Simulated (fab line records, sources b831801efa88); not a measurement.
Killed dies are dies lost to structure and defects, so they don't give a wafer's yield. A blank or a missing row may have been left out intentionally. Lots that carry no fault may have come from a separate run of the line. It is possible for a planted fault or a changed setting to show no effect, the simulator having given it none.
Problem report, 8D (eight disciplines) form, completed by code ; flow sfq line ; the parts of the form that need people (team, actions taken, sign-off) are left out

== 1. WHAT WENT WRONG ==
Mean of bias w at SFQ_TRILAYER_M6_ETCH_METAL_ETCH_162: 97.39 W across 6 wafers in 2 lots; on wafers with no fault it is 80.01 W (standard deviation 0.25). That is +70 standard deviations from the usual mean.
The step: etches Nb in Cl2/Ar, stops on SiO2, target depth 240 nm, time 120 s.
The first sign was on wafer L945.3 at day 83 16:14, on rie metal-04. The record holds 42 wafers of 14 lots with a number at this step. The rule behind "out" and "out of limits": a value lying over 4 standard deviations away from the usual mean. The other wafers with a number count as sound.

== 2. WHAT IT IS AND WHAT IT IS NOT ==
question;is;is not
which readings at this step;bias w;drypump motor current A, oes product au
which lots;L945, L947;L925, L926, L927, L928, L932, L935, L939, L940, L942, L943, L946, L948
which wafers of those lots;all that have a number;-
read on which tools;rie metal-04;rie metal-01, rie metal-03
when;from day 83 16:14;"up to then (30 sound wafers); but 6 sound wafers of L946, L948 came after"

== 3. THE SUSPECTS, EACH WITH WHAT RULES IT OUT ==
Counting: a tool at any process step up to the reading remains a suspect when it ran all the lots that are out and ran no sound lot after the first of those.
- rie metal-04 at SFQ_TRILAYER_M6_ETCH_METAL_ETCH_162 (etches Nb in Cl2/Ar, stops on SiO2, target depth 240 nm, time 120 s): kept. It processed each lot that is out, first L945 at day 83 16:14, and no sound lot thereafter; up to then, the last sound lot it processed was L943 at day 83 00:47. Out on those wafers are its own readings of bias w.
Remaining after the count: rie metal-04 at SFQ_TRILAYER_M6_ETCH_METAL_ETCH_162.

== 4. THE CAUSE (what the simulator had put in) ==
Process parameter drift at SFQ_TRILAYER_M6_ETCH_METAL_ETCH_162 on rie metal-04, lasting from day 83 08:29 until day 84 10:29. The setting bias w was moved by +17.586, starting from 80. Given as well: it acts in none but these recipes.
Counting left only this tool.

== 5. THE CHAIN OF EFFECTS, in route order ==
One row per reading whose mean, taken over the struck wafers that have a number, lies over 3 standard deviations from the usual. Readings are gone through only where the record gives a usual standard deviation; hours: the median, over the lots, of the time from a lot's start at the first step in this table giving one to that lot's start at this step; sigmas: the change measured in usual standard deviations.
hours;step;reading;usual;on struck wafers;change;sigmas
0;SFQ_TRILAYER_M6_ETCH_METAL_ETCH_162;bias w;80.01 W;97.39;+17.38;+70
Its process steps:
- SFQ_TRILAYER_M6_ETCH_METAL_ETCH_162: etches Nb in Cl2/Ar, stops on SiO2, target depth 240 nm, time 120 s.
At these later measuring or inspecting steps, every struck wafer for which the step has a row has a number for every such reading, and none has moved that far: SFQ_I6_OVL_MEAS_942.

== 6. WHAT WOULD HAVE CAUGHT IT SOONER ==
First out-of-limits reading in this record: day 83 16:14, which is 8 hours after fault onset at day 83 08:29.
